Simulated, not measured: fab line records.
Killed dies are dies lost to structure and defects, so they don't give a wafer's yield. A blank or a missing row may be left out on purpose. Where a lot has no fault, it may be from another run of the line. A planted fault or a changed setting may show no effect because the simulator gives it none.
fab line records	flow sky130	part 1 of 2: steps 1 to 27 of 39
record: lots: 5	wafers: 15	lastDay: 50
route steps=708 shown SONOS_ONO@169 GATE_OXIDE@187 POLY_GATE@204 RES_PROTECT@206
lots untouched by any fault: they come from a run of this same line in which no faults occurred
startH: start of the lot's first displayed wafer, in hours after the record's first day	waitH: hours since the lot's step before	" identical to the entry in the row above	L1.1+2: one row covering several wafers at once	- no value present, or no start provided	* or withheld: withheld	< > ~ a bound
route shown NAME@n: names a module that has steps shown in the file, with the first one's number in the route	usual: mean and standard deviation over wafers with no fault	same: alike in all rows	chamber/n: place in a boat	sites: per-site readings	_std_site: how widely they spread, as a standard deviation	_edge_site: inner sites' mean taken away from outer sites' mean	radiusMm: for every site, how far away it sits from the centre of the wafer	mask NAME#n: copy n	behind: the tool/chamber that last shaped the wafer	hold: why the lot went on hold/how many hours it stayed there/how the hold came to an end	device: which transistor (n, p or np) failed to switch	end of line: tests run on the same wafers once the route is complete	where a step has no rows: the recipe by itself	killed: count of dies lost to structure and defects at first sort (not the wafer's yield)	map: a wafer's dies, marking killed ones x, the rest . and places with no die _
set.NAME: the setting that was run; set.NAME@STEP: the one run at that earlier step	model.NAME: the simulator's own value behind a step, which no gauge read
lots at selected steps of the route; one table per step, one row per wafer
services: the hour from which a tool's chamber was out of use, counted from the record's first day as startH (under 0 if before that day), plus the number of hours and why
== steps ==
step: SKY_SONOS_ONO_THK_MEAS_01
recipe: reads: SiO2_of_SONOS_ONO_OXIDATION_00
usual: SONOS_ONO_OXIDATION_THK: 2.60/0.055
lot.wafer	tool	chamber	startH	waitH	SONOS_ONO_OXIDATION_THK[nm]
L076.2	filmMetro-01	-	285.09	0.0	2.54
L076.3	"	-	"	"	2.49
L076.5	"	-	"	"	2.61
L086.1	filmMetro-03	-	353.56	0.0	2.67
L086.5	"	-	"	"	2.65
L086.6	"	-	"	"	2.66
L088.1	filmMetro-04	-	361.24	0.0	2.46
L088.2	"	-	"	"	2.50
L088.3	"	-	"	"	2.53
L090.2	filmMetro-03	-	382.16	0.0	2.61
L090.3	"	-	"	"	2.62
L090.5	"	-	"	"	2.56
L095.1	filmMetro-04	-	415.99	0.0	2.65
L095.4	"	-	"	"	2.70
L095.5	"	-	"	"	2.54
step: SKY_SONOS_ONO_CVD_02
recipe: material: Si3N4	precursor: DCS/NH3	targetThkNm: 10.5	tempC: 770	timeS: 180	pressureMtorr: 250
same: timeS: 180
lot.wafer	tool	chamber	startH	waitH
L076.2+3+5	lpcvd-02	0	285.14	0.0
L086.1+5+6	lpcvd-02	0	357.88	4.3
L088.1+2+3	lpcvd-02	1	362.13	0.9
L090.2+3+5	lpcvd-02	0	383.48	1.3
L095.1+4+5	lpcvd-02	1	416.05	0.1
step: SKY_SONOS_ONO_THK_MEAS_03
recipe: reads: Si3N4_of_SONOS_ONO_CVD_02
usual: SONOS_ONO_CVD_02_THK: 10.47/0.14
lot.wafer	tool	chamber	startH	waitH	SONOS_ONO_CVD_02_THK[nm]
L076.2	filmMetro-01	-	286.20	0.0	10.91
L076.3	"	-	"	"	10.85
L076.5	"	-	"	"	10.78
L086.1	filmMetro-03	-	359.45	0.0	10.39
L086.5	"	-	"	"	10.36
L086.6	"	-	"	"	10.48
L088.1	filmMetro-04	-	363.18	0.0	10.21
L088.2	"	-	"	"	10.06
L088.3	"	-	"	"	10.21
L090.2	filmMetro-03	-	384.54	0.0	10.42
L090.3	"	-	"	"	10.46
L090.5	"	-	"	"	10.56
L095.1	filmMetro-04	-	417.10	0.0	10.49
L095.4	"	-	"	"	10.39
L095.5	"	-	"	"	10.40
step: SKY_SONOS_ONO_CVD_04
recipe: material: SiO2	precursor: SiH4/N2O	targetThkNm: 5.7199	tempC: 900	pressureMtorr: 400
same: timeS: 900
lot.wafer	tool	chamber	startH	waitH
L076.2+3+5	lpcvd-03	0	286.25	0.0
L086.1+5+6	lpcvd-03	1	359.51	0.1
L088.1+2+3	lpcvd-03	0	363.24	0.1
L090.2+3+5	lpcvd-03	1	384.59	0.0
L095.1+4+5	lpcvd-03	1	417.16	0.1
step: SKY_SONOS_ONO_THK_MEAS_05
recipe: reads: SiO2_of_SONOS_ONO_CVD_04
usual: SONOS_ONO_CVD_04_THK: 5.70/0.097
lot.wafer	tool	chamber	startH	waitH	SONOS_ONO_CVD_04_THK[nm]
L076.2	filmMetro-01	-	287.51	0.0	5.81
L076.3	"	-	"	"	5.81
L076.5	"	-	"	"	5.80
L086.1	filmMetro-03	-	360.76	0.0	5.81
L086.5	"	-	"	"	5.81
L086.6	"	-	"	"	5.84
L088.1	filmMetro-03	-	364.49	0.0	5.61
L088.2	"	-	"	"	5.68
L088.3	"	-	"	"	5.71
L090.2	filmMetro-03	-	385.85	0.0	5.72
L090.3	"	-	"	"	5.72
L090.5	"	-	"	"	5.73
L095.1	filmMetro-01	-	418.41	0.0	5.73
L095.4	"	-	"	"	5.74
L095.5	"	-	"	"	5.76
step: SKY_SONOS_ONO_DEHYDRATE_06
recipe: tempC: 200	timeS: 60
usual: exhaustPa: 44.9/0.96
same: timeS: 60
lot.wafer	tool	chamber	startH	waitH	exhaustPa
L076.2	lithoTrack-01	0	299.58	12.1	46.2
L076.3	"	0	"	"	45.6
L076.5	"	0	"	"	47.8
L086.1	lithoTrack-02	0	373.62	12.8	46.1
L086.5	"	0	"	"	46.4
L086.6	"	0	"	"	45.4
L088.1	lithoTrack-01	0	377.65	13.1	44.5
L088.2	"	0	"	"	44.9
L088.3	"	0	"	"	44.7
L090.2	lithoTrack-02	0	400.65	14.8	43.7
L090.3	"	0	"	"	43.4
L090.5	"	0	"	"	44.7
L095.1	lithoTrack-02	0	433.42	15.0	44.1
L095.4	"	0	"	"	44.8
L095.5	"	0	"	"	45.3
step: SKY_SONOS_ONO_HMDS_07
recipe: primeTimeS: 60	primeTempC: 120
usual: exhaustPa: 44.6/0.94
lot.wafer	tool	chamber	startH	waitH	exhaustPa
L076.2	lithoTrack-01	0	299.73	0.1	43.7
L076.3	"	0	"	"	45.7
L076.5	"	0	"	"	43.7
L086.1	lithoTrack-02	0	373.77	0.1	45.5
L086.5	"	0	"	"	45.8
L086.6	"	0	"	"	43.9
L088.1	lithoTrack-01	0	377.80	0.1	43.6
L088.2	"	0	"	"	43.7
L088.3	"	0	"	"	43.1
L090.2	lithoTrack-02	0	400.80	0.1	44.7
L090.3	"	0	"	"	45.7
L090.5	"	0	"	"	45.5
L095.1	lithoTrack-02	0	433.57	0.1	44.5
L095.4	"	0	"	"	44.6
L095.5	"	0	"	"	44.4
step: SKY_SONOS_ONO_COAT_08
recipe: resist: NOVOLAK	spinRpm: 3065	resistThkNm: 1140
usual: exhaustPa: 45.0/0.95
lot.wafer	tool	chamber	startH	waitH	exhaustPa
L076.2	lithoTrack-01	0	299.88	0.1	45.0
L076.3	"	0	"	"	44.0
L076.5	"	0	"	"	45.1
L086.1	lithoTrack-02	0	373.92	0.1	43.2
L086.5	"	0	"	"	43.2
L086.6	"	0	"	"	44.5
L088.1	lithoTrack-01	0	377.95	0.1	42.9
L088.2	"	0	"	"	44.6
L088.3	"	0	"	"	44.6
L090.2	lithoTrack-02	0	400.95	0.1	44.8
L090.3	"	0	"	"	46.1
L090.5	"	0	"	"	46.3
L095.1	lithoTrack-02	0	433.72	0.1	46.1
L095.4	"	0	"	"	46.5
L095.5	"	0	"	"	45.1
step: SKY_SONOS_ONO_SOFTBAKE_09
recipe: tempC: 90	timeS: 60	resist: NOVOLAK
usual: exhaustPa: 45.2/0.97
same: timeS: 60
lot.wafer	tool	chamber	startH	waitH	exhaustPa
L076.2	lithoTrack-01	0	300.03	0.1	44.0
L076.3	"	0	"	"	43.6
L076.5	"	0	"	"	44.1
L086.1	lithoTrack-02	0	374.07	0.1	45.3
L086.5	"	0	"	"	44.5
L086.6	"	0	"	"	45.0
L088.1	lithoTrack-01	0	378.10	0.1	44.1
L088.2	"	0	"	"	45.2
L088.3	"	0	"	"	45.1
L090.2	lithoTrack-02	0	401.10	0.1	46.4
L090.3	"	0	"	"	44.2
L090.5	"	0	"	"	46.1
L095.1	lithoTrack-02	0	433.87	0.1	45.3
L095.4	"	0	"	"	46.6
L095.5	"	0	"	"	45.7
step: SKY_SONOS_ONO_EXPOSE_10
recipe: maskId: ONOM	targetCdNm: 410	na: 0.6	sourceShape: conventional	sigmaOuter: 0.6	doseMj: 150
usual: exposureDoseMJCm2: 149.99/0.17
lot.wafer	tool	chamber	startH	waitH	mask	exposureDoseMJCm2
L076.2	ilineStepper-01	0	-	-	ONOM#0	149.92
L076.3	"	0	"	"	ONOM#0	150.01
L076.5	"	0	"	"	ONOM#0	149.86
L086.1	ilineStepper-01	0	-	-	ONOM#0	149.88
L086.5	"	0	"	"	ONOM#0	149.89
L086.6	"	0	"	"	ONOM#0	149.95
L088.1	ilineStepper-01	0	-	-	ONOM#0	150.13
L088.2	"	0	"	"	ONOM#0	150.02
L088.3	"	0	"	"	ONOM#0	149.84
L090.2	ilineStepper-01	0	-	-	ONOM#0	149.78
L090.3	"	0	"	"	ONOM#0	149.81
L090.5	"	0	"	"	ONOM#0	150.22
L095.1	ilineStepper-02	0	-	-	ONOM#0	150.13
L095.4	"	0	"	"	ONOM#0	150.28
L095.5	"	0	"	"	ONOM#0	150.15
step: SKY_SONOS_ONO_PEB_11
recipe: tempC: withheld	timeS: *	resist: NOVOLAK
usual: exhaustPa: 45.0/0.89
same: timeS: *
lot.wafer	tool	chamber	startH	waitH	exhaustPa
L076.2	lithoTrack-03	0	-	-	44.4
L076.3	"	0	"	"	44.3
L076.5	"	0	"	"	45.0
L086.1	lithoTrack-03	0	-	-	44.6
L086.5	"	0	"	"	44.7
L086.6	"	0	"	"	43.6
L088.1	lithoTrack-03	0	-	-	44.7
L088.2	"	0	"	"	45.5
L088.3	"	0	"	"	45.5
L090.2	lithoTrack-01	0	-	-	43.6
L090.3	"	0	"	"	44.2
L090.5	"	0	"	"	43.5
L095.1	lithoTrack-03	0	-	-	46.9
L095.4	"	0	"	"	44.7
L095.5	"	0	"	"	46.3
step: SKY_SONOS_ONO_DEVELOP_12
recipe: developTimeS: 60	devTempC: 23
usual: exhaustPa: 45.3/0.91
lot.wafer	tool	chamber	startH	waitH	exhaustPa
L076.2	lithoTrack-03	0	312.63	0.1	46.4
L076.3	"	0	"	"	46.5
L076.5	"	0	"	"	48.2
L086.1	lithoTrack-03	0	388.11	0.1	45.0
L086.5	"	0	"	"	45.1
L086.6	"	0	"	"	44.2
L088.1	lithoTrack-03	0	392.71	0.1	45.4
L088.2	"	0	"	"	46.3
L088.3	"	0	"	"	45.9
L090.2	lithoTrack-01	0	415.08	0.1	45.6
L090.3	"	0	"	"	45.1
L090.5	"	0	"	"	45.9
L095.1	lithoTrack-03	0	448.56	0.1	46.5
L095.4	"	0	"	"	46.6
L095.5	"	0	"	"	45.7
step: SKY_SONOS_ONO_CD_MEAS_13
recipe: targetCdNm: 410
usual: cdNm: 408.3/2.3
lot.wafer	tool	chamber	startH	waitH	cdNm
L076.2	cdSem-01	-	312.78	0.1	406.3
L076.3	"	-	"	"	409.0
L076.5	"	-	"	"	410.1
L086.1	cdSem-02	-	388.26	0.1	406.6
L086.5	"	-	"	"	405.9
L086.6	"	-	"	"	405.2
L088.1	cdSem-01	-	392.86	0.1	409.5
L088.2	"	-	"	"	409.0
L088.3	"	-	"	"	407.9
L090.2	cdSem-01	-	415.22	0.1	405.9
L090.3	"	-	"	"	406.0
L090.5	"	-	"	"	404.1
L095.1	cdSem-01	-	448.71	0.1	408.2
L095.4	"	-	"	"	408.5
L095.5	"	-	"	"	406.9
step: SKY_SONOS_ONO_OVL_MEAS_14
usual: SONOS_ONO_OVL: -0.1/1.2
lot.wafer	tool	chamber	startH	waitH	SONOS_ONO_OVL[nm]
L076.2	overlay-01	-	312.88	0.1	-1.2
L076.3	"	-	"	"	0.7
L076.5	"	-	"	"	-0.4
L086.1	overlay-02	-	388.38	0.1	-1.8
L086.5	"	-	"	"	1.8
L086.6	"	-	"	"	-0.1
L088.1	overlay-02	-	392.98	0.1	0.3
L088.2	"	-	"	"	-1.9
L088.3	"	-	"	"	-0.9
L090.2	overlay-01	-	415.33	0.1	-1.1
L090.3	"	-	"	"	0.0
L090.5	"	-	"	"	1.8
L095.1	overlay-02	-	448.83	0.1	0.4
L095.4	"	-	"	"	-1.0
L095.5	"	-	"	"	-0.7
step: SKY_SONOS_ONO_ETCH_15
recipe: targetDepthNm: 19.52	chemistry: CHF3/O2	sourceW: 600	biasW: 200	pressureMtorr: 40	chf3FlowSccm: 50	O2_flow_sccm: 5	timeS: 7.8
usual: drypumpMotorCurrentA: 5.7/0.4	oesProductAu: 1.000/0.013	throttleValvePct: 8.823/0.0092
same: timeS: 7.8
lot.wafer	tool	chamber	startH	waitH	drypumpMotorCurrentA	oesProductAu	rfHoursCounterH	throttleValvePct
L076.2	rieDiel-04	2	312.91	0.0	5.1	1.002	61	8.835
L076.3	"	1	"	"	5.8	1.003	42	8.840
L076.5	"	2	"	"	5.1	0.998	-	8.837
L086.1	rieDiel-04	1	388.41	0.0	5.8	0.986	43	8.809
L086.5	"	2	"	"	5.1	0.995	-	8.825
L086.6	"	3	"	"	6.1	0.990	-	8.814
L088.1	rieDiel-03	3	393.01	0.0	6.2	0.980	20	8.831
L088.2	"	1	"	"	5.4	1.013	7	8.830
L088.3	"	2	"	"	5.2	1.021	3	8.837
L090.2	rieDiel-02	1	415.36	0.0	5.0	0.979	101	8.817
L090.3	"	0	"	"	5.7	1.002	51	8.827
L090.5	"	0	"	"	5.6	0.998	-	8.817
L095.1	rieDiel-02	2	448.86	0.0	5.8	1.001	37	8.818
L095.4	"	3	"	"	5.9	0.996	-	8.834
L095.5	"	2	"	"	5.8	1.007	-	8.807
step: SKY_SONOS_ONO_WET_ETCH_16
recipe: chemistry: dHF	targetDepthNm: 14	dry: n2Spin	target: SiO2	dilution: 100:1	tempC: 25	timeS: 280
same: timeS: 280
lot.wafer	tool	chamber	startH	waitH
L076.2+3+5	wetBench-02	3	312.94	0.0
L086.1+5+6	wetBench-04	2	388.44	0.0
L088.1+2+3	wetBench-01	3	393.04	0.0
L090.2+3+5	wetBench-02	0	415.38	0.0
L095.1+4+5	wetBench-01	1	448.89	0.0
step: SKY_SONOS_ONO_STRIP_17
recipe: chemistry: O2/N2	powerW: 1400	pressureMtorr: 1500	platenTempC: withheld	o2FlowSccm: 3000	n2FlowSccm: 300	overashFraction: 0.5
usual: drypumpMotorCurrentA: 6.0/0.46	oesProductAu: 0.709/0.0048	stripTimeToEndpointS: 13.96/0.036
lot.wafer	tool	chamber	startH	waitH	drypumpMotorCurrentA	oesProductAu	rfHoursCounterH	stripTimeToEndpointS
L076.2	plasmaAsher-03	0	313.02	0.0	5.7	0.711	62	13.89
L076.3	"	1	"	"	6.4	0.701	-	13.91
L076.5	"	0	"	"	5.7	0.709	-	13.85
L086.1	plasmaAsher-02	1	388.52	0.0	5.4	0.707	22	13.91
L086.5	"	0	"	"	5.9	0.709	-	13.93
L086.6	"	1	"	"	5.4	0.718	-	13.89
L088.1	plasmaAsher-02	1	393.12	0.0	5.4	0.706	22	14.00
L088.2	"	0	"	"	6.0	0.709	22	13.97
L088.3	"	1	"	"	5.4	0.703	-	13.96
L090.2	plasmaAsher-01	1	415.46	0.0	6.4	0.707	73	14.00
L090.3	"	1	"	"	6.4	0.707	-	14.02
L090.5	"	1	"	"	6.3	0.712	-	13.99
L095.1	plasmaAsher-01	1	448.97	0.0	6.4	0.706	2	13.94
L095.4	"	0	"	"	6.7	0.710	-	13.97
L095.5	"	1	"	"	6.4	0.710	-	13.97
step: SKY_SONOS_ONO_WET_ETCH_18
recipe: chemistry: H3PO4	targetDepthNm: 15	target: Si3N4	tempC: 160	timeS: 172
same: timeS: 172
lot.wafer	tool	chamber	startH	waitH
L076.2+3+5	wetBench-01	0	313.12	0.1
L086.1+5+6	wetBench-01	0	388.62	0.1
L088.1+2+3	wetBench-02	2	393.22	0.1
L090.2+3+5	wetBench-04	3	415.56	0.1
L095.1+4+5	wetBench-01	0	449.08	0.1
step: SKY_GATE_OXIDE_CLEAN_00
recipe: chemistry: SC1/SC2	mix: 1:4:20	tempC: 70	timeS: 150	dry: n2Spin
same: timeS: 150
lot.wafer	tool	chamber	startH	waitH
L076.2+3+5	wetBench-04	2	313.18	0.0
L086.1+5+6	wetBench-04	0	388.68	0.0
L088.1+2+3	wetBench-04	0	393.28	0.0
L090.2+3+5	wetBench-01	3	415.62	0.0
L095.1+4+5	wetBench-01	0	449.14	0.0
step: SKY_GATE_OXIDE_OXIDATION_01
recipe: tempC: 900	ambient: O2	stabiliseS: 600	purgeS: 300	targetThkA: 102.68	oxTimeS: 1473
lot.wafer	tool	chamber	startH	waitH
L076.2+3+5	furnace-01	0	313.24	0.0
L086.1+5+6	furnace-01	0	389.13	0.4
L088.1+2+3	furnace-02	0	393.63	0.3
L090.2+3+5	furnace-02	0	417.34	1.7
L095.1+4+5	furnace-02	0	449.19	0.0
step: SKY_GATE_OXIDE_THK_MEAS_02
recipe: reads: SiO2_of_GATE_OXIDE_OXIDATION_01
usual: GATE_OXIDE_OXIDATION_00_THK: 10.32/0.18
lot.wafer	tool	chamber	startH	waitH	GATE_OXIDE_OXIDATION_00_THK[nm]
L076.2	filmMetro-02	-	314.66	0.0	10.51
L076.3	"	-	"	"	10.49
L076.5	"	-	"	"	10.52
L086.1	filmMetro-03	-	390.54	0.0	10.31
L086.5	"	-	"	"	10.33
L086.6	"	-	"	"	10.24
L088.1	filmMetro-01	-	395.04	0.0	10.06
L088.2	"	-	"	"	10.04
L088.3	"	-	"	"	10.29
L090.2	filmMetro-01	-	418.76	0.0	10.09
L090.3	"	-	"	"	10.24
L090.5	"	-	"	"	9.97
L095.1	filmMetro-02	-	450.60	0.0	10.12
L095.4	"	-	"	"	10.15
L095.5	"	-	"	"	10.16
step: SKY_GATE_OXIDE_DEHYDRATE_03
recipe: tempC: 200	timeS: 60
usual: exhaustPa: 44.8/0.74
same: timeS: 60
lot.wafer	tool	chamber	startH	waitH	exhaustPa
L076.2	lithoTrack-04	0	326.16	11.5	45.4
L076.3	"	0	"	"	44.8
L076.5	"	0	"	"	44.2
L086.1	lithoTrack-01	0	404.85	14.3	45.1
L086.5	"	0	"	"	45.1
L086.6	"	0	"	"	44.4
L088.1	lithoTrack-01	0	408.90	13.8	45.7
L088.2	"	0	"	"	45.5
L088.3	"	0	"	"	46.0
L090.2	lithoTrack-01	0	433.58	14.8	43.9
L090.3	"	0	"	"	43.7
L090.5	"	0	"	"	45.1
L095.1	lithoTrack-04	0	466.13	15.5	44.4
L095.4	"	0	"	"	45.1
L095.5	"	0	"	"	43.9
step: SKY_GATE_OXIDE_HMDS_04
recipe: primeTimeS: 60	primeTempC: 120
usual: exhaustPa: 45.2/0.76
lot.wafer	tool	chamber	startH	waitH	exhaustPa
L076.2	lithoTrack-04	0	326.31	0.1	46.1
L076.3	"	0	"	"	45.2
L076.5	"	0	"	"	45.9
L086.1	lithoTrack-01	0	405.00	0.1	44.4
L086.5	"	0	"	"	45.2
L086.6	"	0	"	"	45.9
L088.1	lithoTrack-01	0	409.05	0.1	46.7
L088.2	"	0	"	"	44.9
L088.3	"	0	"	"	44.5
L090.2	lithoTrack-01	0	433.73	0.1	45.5
L090.3	"	0	"	"	45.9
L090.5	"	0	"	"	45.0
L095.1	lithoTrack-04	0	466.28	0.1	43.3
L095.4	"	0	"	"	45.1
L095.5	"	0	"	"	44.2
step: SKY_GATE_OXIDE_COAT_05
recipe: resist: NOVOLAK	spinRpm: 3000	resistThkNm: 1140
usual: exhaustPa: 45.0/0.85
lot.wafer	tool	chamber	startH	waitH	exhaustPa
L076.2	lithoTrack-04	0	326.46	0.1	44.8
L076.3	"	0	"	"	44.6
L076.5	"	0	"	"	45.0
L086.1	lithoTrack-01	0	405.15	0.1	46.4
L086.5	"	0	"	"	45.5
L086.6	"	0	"	"	46.3
L088.1	lithoTrack-01	0	409.20	0.1	45.9
L088.2	"	0	"	"	46.1
L088.3	"	0	"	"	45.5
L090.2	lithoTrack-01	0	433.88	0.1	45.4
L090.3	"	0	"	"	44.7
L090.5	"	0	"	"	44.7
L095.1	lithoTrack-04	0	466.43	0.1	45.6
L095.4	"	0	"	"	45.1
L095.5	"	0	"	"	45.0
step: SKY_GATE_OXIDE_SOFTBAKE_06
recipe: tempC: 90	timeS: 60	resist: NOVOLAK
usual: exhaustPa: 44.9/0.81
same: timeS: 60
lot.wafer	tool	chamber	startH	waitH	exhaustPa
L076.2	lithoTrack-04	0	326.61	0.1	44.7
L076.3	"	0	"	"	44.4
L076.5	"	0	"	"	44.5
L086.1	lithoTrack-01	0	405.30	0.1	44.6
L086.5	"	0	"	"	44.4
L086.6	"	0	"	"	45.7
L088.1	lithoTrack-01	0	409.35	0.1	44.7
L088.2	"	0	"	"	44.7
L088.3	"	0	"	"	44.8
L090.2	lithoTrack-01	0	434.03	0.1	45.9
L090.3	"	0	"	"	44.6
L090.5	"	0	"	"	44.1
L095.1	lithoTrack-04	0	466.58	0.1	43.2
L095.4	"	0	"	"	44.8
L095.5	"	0	"	"	45.5
step: SKY_GATE_OXIDE_EXPOSE_07
recipe: maskId: LVOM	na: 0.6	sourceShape: conventional	sigmaOuter: 0.6	polarization: unpolarized	targetCdNm: 600	doseMj: 170
usual: exposureDoseMJCm2: 170.03/0.15
lot.wafer	tool	chamber	startH	waitH	mask	exposureDoseMJCm2
L076.2	ilineStepper-02	0	-	-	LVOM#0	169.92
L076.3	"	0	"	"	LVOM#0	169.83
L076.5	"	0	"	"	LVOM#0	169.67
L086.1	ilineStepper-02	0	-	-	LVOM#0	169.80
L086.5	"	0	"	"	LVOM#0	169.94
L086.6	"	0	"	"	LVOM#0	169.88
L088.1	ilineStepper-02	0	-	-	LVOM#0	169.97
L088.2	"	0	"	"	LVOM#0	170.09
L088.3	"	0	"	"	LVOM#0	170.14
L090.2	ilineStepper-01	0	-	-	LVOM#0	169.75
L090.3	"	0	"	"	LVOM#0	169.83
L090.5	"	0	"	"	LVOM#0	169.69
L095.1	ilineStepper-02	0	-	-	LVOM#0	169.91
L095.4	"	0	"	"	LVOM#0	169.90
L095.5	"	0	"	"	LVOM#0	169.88
step: SKY_GATE_OXIDE_PEB_08
recipe: tempC: withheld	timeS: *	resist: NOVOLAK
usual: exhaustPa: 45.0/1
same: timeS: *
lot.wafer	tool	chamber	startH	waitH	exhaustPa
L076.2	lithoTrack-03	0	-	-	43.4
L076.3	"	0	"	"	44.3
L076.5	"	0	"	"	45.0
L086.1	lithoTrack-04	0	-	-	46.3
L086.5	"	0	"	"	45.8
L086.6	"	0	"	"	44.7
L088.1	lithoTrack-03	0	-	-	44.0
L088.2	"	0	"	"	45.5
L088.3	"	0	"	"	43.5
L090.2	lithoTrack-04	0	-	-	43.2
L090.3	"	0	"	"	45.6
L090.5	"	0	"	"	44.4
L095.1	lithoTrack-04	0	-	-	45.5
L095.4	"	0	"	"	45.2
L095.5	"	0	"	"	45.6
